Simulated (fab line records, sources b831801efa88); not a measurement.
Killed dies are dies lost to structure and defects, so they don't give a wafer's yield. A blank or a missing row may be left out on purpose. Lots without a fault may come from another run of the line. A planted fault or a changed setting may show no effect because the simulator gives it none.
One fault seen from 2 desks | flow sky130 | each desk has only its own numbers; what lay behind them comes last

THE TOOL OWNER'S DESK: lpcvd-02
The tool's own readings at SKY_SPACER_CVD_00 (deposits Si3N4 from DCS/NH3, target thk 43.1 nm, time 740 s): means of the sampled wafers that have a number, for each lot that ran on this tool. A lot is out of limits, marked OUT, if its mean lies more than 4 standard deviations from the usual mean; the brackets give that distance.
Columns: A = spike_tc_lower_C at SKY_SPACER_CVD_00, usual 769.0 C
lot  | first seen here | A
L357 | day 22 11:43    | 768.1
L358 | day 22 14:29    | 769.5
L359 | day 23 12:22    | 768.2
L363 | day 25 12:43    | 768.5
L365 | day 26 06:34    | 768.7
L368 | day 27 10:26    | 769.4
L367 | day 27 13:01    | 768.8
L370 | day 28 00:55    | 769.5
L369 | day 28 03:10    | 769.2
L371 | day 28 10:13    | 768.8
L380 | day 30 19:17    | 769.0
This desk's finding: nothing out of limits on any of the 11 lots.

THE METROLOGY DESK
What the gauges read, lot by lot, whatever tool the lot ran on: means of the sampled wafers that have a number. A lot is out of limits, marked OUT, if its mean lies more than 4 standard deviations from the usual mean; the brackets give that distance.
Columns: A = cd_nm at SKY_SONOS_ONO_CD_MEAS_13, usual 409.5 nm; B = GATE_OXIDE_OVL at SKY_GATE_OXIDE_OVL_MEAS_10, usual -0.4 nm; C = SPACER_CVD_00_THK at SKY_SPACER_THK_MEAS_01, usual 43.2 nm
lot  | first seen here | A     | B    | C
L357 | day 12 07:55    | 407.0 | -3.0 | 43.0
L358 | day 12 13:37    | 408.2 | -0.0 | 43.1
L359 | day 13 04:21    | 404.2 | -1.6 | 43.5
L363 | day 15 01:57    | 411.2 | -1.0 | 43.4
L365 | day 15 19:23    | 407.9 | -0.1 | 43.3
L368 | day 16 19:04    | 409.5 | -1.5 | 43.7
L367 | day 16 20:13    | 410.3 | -0.9 | 43.2
L369 | day 17 12:46    | 411.1 | 1.1  | 62.0 (+51) OUT
L370 | day 17 15:57    | 408.7 | -0.5 | 62.4 (+52) OUT
L371 | day 17 23:20    | 410.1 | -0.5 | 62.4 (+52) OUT
L380 | day 20 15:04    | 411.8 | -1.9 | 43.3
This desk's finding: out of limits on L369, L370, L371; first on L370, day 28 02:08 (SPACER_CVD_00_THK at SKY_SPACER_THK_MEAS_01). In limits: L357, L358, L359, L363, L365, L368, L367, L380.

PUT TOGETHER
The metrology desk could have raised an alarm at day 28 02:08, on L369, L370, L371.
The tool owner's desk saw nothing out of limits.
The tool owner's desk has L369, L370, L371 on record, within its limits.
Of the lots named, all ran SKY_SPACER_CVD_00 on lpcvd-02.

WHAT THE SIMULATOR HAD PUT IN
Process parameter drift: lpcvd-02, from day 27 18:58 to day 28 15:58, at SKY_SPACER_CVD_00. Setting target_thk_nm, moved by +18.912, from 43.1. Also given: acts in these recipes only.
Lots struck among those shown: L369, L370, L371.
Hours from the fault's start to each desk's first reading out of limits: the metrology desk, 7.
